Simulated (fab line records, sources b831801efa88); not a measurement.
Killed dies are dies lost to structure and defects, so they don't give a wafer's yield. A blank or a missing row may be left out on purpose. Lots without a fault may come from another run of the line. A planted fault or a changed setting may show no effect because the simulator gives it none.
One fault seen from 2 desks | flow gf180mcu | each desk has only its own numbers; what lay behind them comes last

THE TOOL OWNER'S DESK: implanter-01
The tool's own readings at GF_MVPSD_IMPLANT_08: means of the sampled wafers that have a number, for each lot that ran on this tool. A lot is out of limits, marked OUT, if its mean lies more than 4 standard deviations from the usual mean; the brackets give that distance.
Columns: A = beam_energy_keV at GF_MVPSD_IMPLANT_08, usual 170.00
lot  | first seen here | A
L706 | day 5 20:53     | 170.05
L715 | day 7 21:33     | 169.98
L721 | day 9 04:32     | 189.59 (+99 or more) OUT
L723 | day 9 19:12     | 189.50 (+99 or more) OUT
This desk's finding: out of limits on L721, L723; first on L721, day 9 04:32 (beam_energy_keV at GF_MVPSD_IMPLANT_08). In limits: L706, L715.

THE METROLOGY DESK
What the gauges read, lot by lot, whatever tool the lot ran on: means of the sampled wafers that have a number. A lot is out of limits, marked OUT, if its mean lies more than 4 standard deviations from the usual mean; the brackets give that distance.
Columns: A = STI_OXIDATION_01_THK at GF_STI_THK_MEAS_22, usual 14.95 nm; B = MVPSD_RS at GF_VT_IMPLANT_RS_MEAS_49, usual 1169 ohm/sq
lot  | first seen here | A     | B
L705 | day 2 11:43     | 15.08 | 1175
L706 | day 2 19:35     | 15.04 | 1166
L709 | day 3 07:35     | 15.08 | 1172
L710 | day 3 13:11     | 14.66 | 1172
L712 | day 3 21:17     | 14.55 | 1169
L713 | day 4 06:44     | 14.58 | 1163
L715 | day 4 12:21     | 14.79 | 1169
L719 | day 5 08:19     | 14.89 | 1169
L721 | day 5 17:38     | 15.36 | 1142 (-8.3) OUT
L723 | day 6 06:29     | 15.36 | 1145 (-7.4) OUT
L725 | day 6 15:33     | 14.75 | 1169
L726 | day 6 21:07     | 14.69 | 1167
L727 | day 7 02:10     | 14.89 | 1168
This desk's finding: out of limits on L721, L723; first on L721, day 12 06:34 (MVPSD_RS at GF_VT_IMPLANT_RS_MEAS_49). In limits: L705, L706, L709, L710, L712, L713, L715, L719, L725, L726, L727.

PUT TOGETHER
The tool owner's desk could have raised an alarm at day 9 04:32, on L721, L723.
The metrology desk could have raised an alarm at day 12 06:34, on L721, L723.
Of the lots named, all ran GF_MVPSD_IMPLANT_08 on implanter-01.

WHAT THE SIMULATOR HAD PUT IN
Process parameter drift: implanter-01, from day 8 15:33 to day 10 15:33, at GF_MVPSD_IMPLANT_08. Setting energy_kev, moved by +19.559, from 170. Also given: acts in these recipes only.
Lots struck among those shown: L721, L723.
Hours from the fault's start to each desk's first reading out of limits: the tool owner's desk, 13; the metrology desk, 87.
